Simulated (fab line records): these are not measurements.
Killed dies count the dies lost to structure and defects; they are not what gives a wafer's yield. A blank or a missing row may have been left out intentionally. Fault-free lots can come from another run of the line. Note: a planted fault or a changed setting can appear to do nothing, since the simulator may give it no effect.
Which tool is to blame? :: flow sky130 :: 13 lots, 39 wafers sampled, at 3 steps of a route of 708

== WHAT EACH GAUGE READ, for each wafer ==
SKY_VIA4_OVL_MEAS_11. Usual: VIA4_OVL 0.0 nm, standard deviation 1.6.
lot: L181
measured: day 42 22:51
on: overlay-02
VIA4_OVL (nm): 1.2 1.4 0.3
flag: 

lot: L182
measured: day 43 03:35
on: overlay-01
VIA4_OVL (nm): -3.7 -2.3 -4.0
flag: 

lot: L183
measured: day 43 11:54
on: overlay-01
VIA4_OVL (nm): 0.9 -0.3 -0.4
flag: 

lot: L184
measured: day 43 16:03
on: overlay-01
VIA4_OVL (nm): 1.6 2.1 2.1
flag: 

lot: L185
measured: day 44 01:35
on: overlay-01
VIA4_OVL (nm): -1.4 -1.1 -2.3
flag: 

lot: L186
measured: day 44 06:18
on: overlay-01
VIA4_OVL (nm): -0.7 0.8 -1.2
flag: 

lot: L188
measured: day 44 20:39
on: overlay-01
VIA4_OVL (nm): -2.0 -2.1 -2.6
flag: 

lot: L189
measured: day 45 05:11
on: overlay-02
VIA4_OVL (nm): 0.8 -0.4 0.2
flag: 

lot: L190
measured: day 45 16:48
on: overlay-02
VIA4_OVL (nm): 0.5 2.3 -0.2
flag: 

lot: L191
measured: day 45 17:55
on: overlay-01
VIA4_OVL (nm): -0.3 0.5 1.8
flag: 

lot: L192
measured: day 45 23:09
on: overlay-01
VIA4_OVL (nm): -0.5 -2.6 0.7
flag: 

lot: L199
measured: day 47 15:20
on: overlay-01
VIA4_OVL (nm): 3.9 2.1 1.3
flag: 

lot: L200
measured: day 47 17:21
on: overlay-01
VIA4_OVL (nm): -2.8 -1.7 -2.8
flag: 

SKY_METAL5_THK_MEAS_06: measures by xrf. Usual: METAL5_ALCU_THK 1139 nm, standard deviation 13.
lot: L181
measured: day 43 00:32
on: film-metro-01
METAL5_ALCU_THK (nm): 1151 1137 1164
flag: 

lot: L182
measured: day 43 05:22
on: film-metro-01
METAL5_ALCU_THK (nm): 1141 1133 1146
flag: 

lot: L183
measured: day 43 13:37
on: film-metro-03
METAL5_ALCU_THK (nm): 1148 1144 1147
flag: 

lot: L184
measured: day 43 17:46
on: film-metro-02
METAL5_ALCU_THK (nm): 1111 1113 1111
flag: 

lot: L185
measured: day 44 03:16
on: film-metro-03
METAL5_ALCU_THK (nm): 1164 1153 1143
flag: 

lot: L186
measured: day 44 08:02
on: film-metro-01
METAL5_ALCU_THK (nm): 1134 1135 1137
flag: 

lot: L188
measured: day 44 22:20
on: film-metro-01
METAL5_ALCU_THK (nm): 1144 1143 1137
flag: 

lot: L189
measured: day 45 06:52
on: film-metro-03
METAL5_ALCU_THK (nm): 1139 1143 1134
flag: 

lot: L190
measured: day 45 18:32
on: film-metro-03
METAL5_ALCU_THK (nm): 1142 1139 1137
flag: 

lot: L191
measured: day 45 19:38
on: film-metro-03
METAL5_ALCU_THK (nm): 1154 1145 1146
flag: 

lot: L192
measured: day 46 01:04
on: film-metro-01
METAL5_ALCU_THK (nm): 1151 1151 1148
flag: 

lot: L199
measured: day 47 17:02
on: film-metro-01
METAL5_ALCU_THK (nm): 1155 1152 1133
flag: 

lot: L200
measured: day 47 19:02
on: film-metro-02
METAL5_ALCU_THK (nm): 1121 1112 1110
flag: 

== WHICH TOOL RAN EACH LOT (tool, then ch and the chambers of the sampled wafers, then the start) ==
lot: L181
SKY_VT_ADJUST_LVTN_STRIP_09: plasma-asher-02 ch 0,1, day 6 23:39

lot: L182
SKY_VT_ADJUST_LVTN_STRIP_09: plasma-asher-01 ch 0,1, day 7 05:59

lot: L183
SKY_VT_ADJUST_LVTN_STRIP_09: plasma-asher-03 ch 0,1, day 7 10:05

lot: L184
SKY_VT_ADJUST_LVTN_STRIP_09: plasma-asher-03 ch 0,1, day 7 18:08

lot: L185
SKY_VT_ADJUST_LVTN_STRIP_09: plasma-asher-03 ch 0,1, day 8 00:47

lot: L186
SKY_VT_ADJUST_LVTN_STRIP_09: plasma-asher-01 ch 0,1, day 8 05:50

lot: L188
SKY_VT_ADJUST_LVTN_STRIP_09: plasma-asher-02 ch 0,1, day 8 17:53

lot: L189
SKY_VT_ADJUST_LVTN_STRIP_09: plasma-asher-02 ch 0,1, day 9 00:26

lot: L190
SKY_VT_ADJUST_LVTN_STRIP_09: plasma-asher-03 ch 0, day 9 12:24

lot: L191
SKY_VT_ADJUST_LVTN_STRIP_09: plasma-asher-02 ch 0,1, day 9 12:47

lot: L192
SKY_VT_ADJUST_LVTN_STRIP_09: plasma-asher-03 ch 0,1, day 9 19:42

lot: L199
SKY_VT_ADJUST_LVTN_STRIP_09: plasma-asher-02 ch 0,1, day 11 21:25

lot: L200
SKY_VT_ADJUST_LVTN_STRIP_09: plasma-asher-02 ch 0,1, day 12 00:33
- SKY_VT_ADJUST_LVTN_STRIP_09: strips in O2/N2.

== AS READ BY THE TOOLS THEMSELVES (means over the sampled wafers that have a number; for cases with no such wafer, the mark the record gives instead) ==
SKY_VT_ADJUST_LVTN_STRIP_09. Usual: drypump-motor-current-A 6.2 A, standard deviation 0.39; oes-product-au 0.723 a.u., standard deviation 0.0044; strip-time-to-endpoint-s 36.90 s, standard deviation 0.086.
lot: L181
tool: plasma-asher-02
drypump-motor-current-A (A): 6.3
oes-product-au (a.u.): 0.724
strip-time-to-endpoint-s (s): 36.92
flag: 

lot: L182
tool: plasma-asher-01
drypump-motor-current-A (A): 5.7
oes-product-au (a.u.): 0.720
strip-time-to-endpoint-s (s): 36.88
flag: 

lot: L183
tool: plasma-asher-03
drypump-motor-current-A (A): 6.4
oes-product-au (a.u.): 0.727
strip-time-to-endpoint-s (s): 37.02
flag: 

lot: L184
tool: plasma-asher-03
drypump-motor-current-A (A): 6.1
oes-product-au (a.u.): 0.727
strip-time-to-endpoint-s (s): 36.75
flag: 

lot: L185
tool: plasma-asher-03
drypump-motor-current-A (A): 6.5
oes-product-au (a.u.): 0.729
strip-time-to-endpoint-s (s): 36.95
flag: 

lot: L186
tool: plasma-asher-01
drypump-motor-current-A (A): 5.7
oes-product-au (a.u.): 0.725
strip-time-to-endpoint-s (s): 36.95
flag: 

lot: L188
tool: plasma-asher-02
drypump-motor-current-A (A): 6.2
oes-product-au (a.u.): 0.723
strip-time-to-endpoint-s (s): 36.97
flag: 

lot: L189
tool: plasma-asher-02
drypump-motor-current-A (A): 6.3
oes-product-au (a.u.): 0.725
strip-time-to-endpoint-s (s): 36.79
flag: 

lot: L190
tool: plasma-asher-03
drypump-motor-current-A (A): 5.8
oes-product-au (a.u.): 0.721
strip-time-to-endpoint-s (s): 36.92
flag: 

lot: L191
tool: plasma-asher-02
drypump-motor-current-A (A): 6.3
oes-product-au (a.u.): 0.722
strip-time-to-endpoint-s (s): 36.87
flag: 

lot: L192
tool: plasma-asher-03
drypump-motor-current-A (A): 6.4
oes-product-au (a.u.): 0.722
strip-time-to-endpoint-s (s): 37.05
flag: 

lot: L199
tool: plasma-asher-02
drypump-motor-current-A (A): 6.2
oes-product-au (a.u.): 0.725
strip-time-to-endpoint-s (s): 36.87
flag: 

lot: L200
tool: plasma-asher-02
drypump-motor-current-A (A): 6.2
oes-product-au (a.u.): 0.721
strip-time-to-endpoint-s (s): 36.94
flag: 

== THE ANSWER, worked out from the rows above alone ==
Rule: lot off if the mean of its wafers having a number is beyond 3 standard deviations from the usual mean. A lot without any number at a reading at which 4 lots or more have one is off too. The other lots that the step has rows for count as sound. Order of review: gauges by route order, followed by the tools' own readings, for which a lot's mean as printed above is used. The first step at which some lot is off is used, and at that step the reading that is off furthest; a lot without a number counts as furthest.
Across all readings shown, no lot is off: no conclusion can be drawn from this.

== WHAT HAD BEEN PUT IN BY THE SIMULATOR ==
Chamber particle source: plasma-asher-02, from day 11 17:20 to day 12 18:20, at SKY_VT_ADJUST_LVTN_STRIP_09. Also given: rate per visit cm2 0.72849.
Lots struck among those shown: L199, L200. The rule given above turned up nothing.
